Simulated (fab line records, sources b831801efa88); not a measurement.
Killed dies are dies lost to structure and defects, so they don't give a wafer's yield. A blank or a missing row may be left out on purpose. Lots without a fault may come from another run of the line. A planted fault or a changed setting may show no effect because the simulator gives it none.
A struck lot beside a sound one | flow sky130 | 18 steps out of a route of 708
Sound: wafers L866.4, L866.5, L866.6. Struck: wafers L880.1, L880.3, L880.4. The cause comes at the end.
At each step with rows: each side's tool, then ch and its chambers, then its first start. Under that, the readings that differ: sound wafers | struck wafers | difference of the means | sigmas: that difference in standard deviations of wafers without a fault.
alike: readings whose means differ by less than 2 such deviations, and words and numbers that are the same on both sides. not compared: withheld readings, readings that some wafer has no value for, bounds like >300 that may hide the same value, and numbers for which the record gives no deviation and whose values overlap.
The two part at a step that has a row with sigmas, a row that says differs or no value, or rows on one side only. Numbers that don't overlap but have no deviation are shown without sigmas and don't part them. A reading that every wafer of one side lacks parts them only if that side has two wafers or more.

first, 3 steps without rows for these wafers: SKY_VIA3_EXPOSE_09 (exposes mask VIM3, target cd 200 nm); SKY_VIA3_PEB_10; SKY_VIA3_DEVELOP_11 (develop time 60 s).
SKY_VIA3_CD_MEAS_12: target cd 200 nm.
  sound on cd_sem-01, day 40 05:43; struck on cd_sem-01, day 43 23:52
  reading    | sound             | struck            | difference | sigmas
  cd_nm (nm) | 198.3 199.4 198.6 | 201.7 202.8 203.1 | +3.8       | +3
SKY_VIA3_OVL_MEAS_13:
  sound on overlay-02, day 40 05:47; struck on overlay-02, day 43 23:59
  alike: VIA3_OVL
SKY_VIA3_ETCH_14: etches BARC in N2/H2, stops on SiO2, time 45.9 s, target depth 60 nm.
  sound on rie_diel-01 ch 0,2,3, day 40 05:50; struck on rie_diel-01 ch 0,2,3, day 44 00:01
  reading                | sound | struck   | difference                   | sigmas
  rf_hours_counter_h (h) | - - - | 13 27 26 | no value on the sound wafers |
  alike: drypump_motor_current_A, oes_product_au, throttle_valve_pct
SKY_VIA3_ETCH_15: etches SiO2 in C4F8/O2/Ar, stops on TiN, target depth 507 nm, time 78 s.
  sound on rie_diel-01 ch 0,2,3, day 40 05:53; struck on rie_diel-01 ch 0,2,3, day 44 00:04
  reading                | sound | struck   | difference                   | sigmas
  rf_hours_counter_h (h) | - - - | 13 27 26 | no value on the sound wafers |
  alike: oes_product_au
SKY_VIA3_STRIP_16: strips in O2/N2.
  sound on plasma_asher-02 ch 0,1, day 40 05:57; struck on plasma_asher-02 ch 0,1, day 44 00:07
  alike: drypump_motor_current_A, oes_product_au, strip_time_to_endpoint_s
  not compared: rf_hours_counter_h
then, 3 steps without rows for these wafers: SKY_VIA3_STRIP_17 (strips in post etch residue remover, time 1200 s); SKY_VIA3_CLEAN_18 (cleans in IPA, time 180 s); SKY_VIA3_CLEAN_19 (cleans in O3/DIW).
SKY_VIA3_SPUTTER_20: material TiN, target thk 20 nm, time 80 s.
  sound on pvd_sputter-04, day 40 06:32; struck on pvd_sputter-04, day 44 00:44
  alike: throttle_valve_pct
SKY_VIA3_CVD_21: deposits W, target thk 390 nm, time 117.31 s.
  sound on cvd_w-01 ch 0,1, day 40 06:37; struck on cvd_w-02 ch 0,1, day 44 00:48
  reading                            | sound           | struck            | difference | sigmas
  model.W_of_VIA3_CVD_21.thk_nm (nm) | 394 389.1 392.2 | 253.8 255.9 263.1 | -134.2     |
  alike: heater_power_w
SKY_VIA3_RS_MEAS_22: measures by four-point-probe.
  sound on film_metro-04, day 40 06:45; struck on film_metro-02, day 44 00:55
  reading            | sound                | struck               | difference | sigmas
  VIA3_W_RS (ohm/sq) | 0.2913 0.2947 0.2924 | 0.4550 0.4513 0.4381 | +0.1553    | +62
SKY_VIA3_THK_MEAS_23: measures by xrf.
  sound on film_metro-04, day 40 06:50; struck on film_metro-02, day 44 01:02
  reading         | sound       | struck      | difference | sigmas
  VIA3_W_THK (nm) | 410 403 406 | 257 259 266 | -146       | -21
SKY_VIA3_CMP_24: polishes, stops on SiO2, t overpolish 20 s, target thk 0 nm.
  sound on cmp-01 ch 1,2,3, day 40 07:01; struck on cmp-02 ch 0,1,2, day 44 01:06
  reading                | sound    | struck   | difference | sigmas
  time_to_endpoint_s (s) | 98 87 94 | 56 60 58 | -35        | -10
  alike: motor_current_A, retaining_ring_pressure_frac
SKY_METAL4_SPUTTER_00: material Ti, target thk 15 nm, time 10 s.
  sound on pvd_sputter-03, day 40 07:10; struck on pvd_sputter-02, day 44 01:24
  alike: throttle_valve_pct
-- the record jumps here: 5 days lie between the struck wafers' starts before and after (it left off in module METAL4 and takes up again in module PAD_OPEN, whose first step shown is number 708 of the route) --
SKY_PAD_OPEN_PROBE_99:
  the record has rows for the struck wafers here (prober-01, day 49 09:19) and none for the sound ones

WHERE THEY PART
First at SKY_VIA3_CD_MEAS_12; last, within this record, at SKY_PAD_OPEN_PROBE_99.

WHY: what the simulator had put in
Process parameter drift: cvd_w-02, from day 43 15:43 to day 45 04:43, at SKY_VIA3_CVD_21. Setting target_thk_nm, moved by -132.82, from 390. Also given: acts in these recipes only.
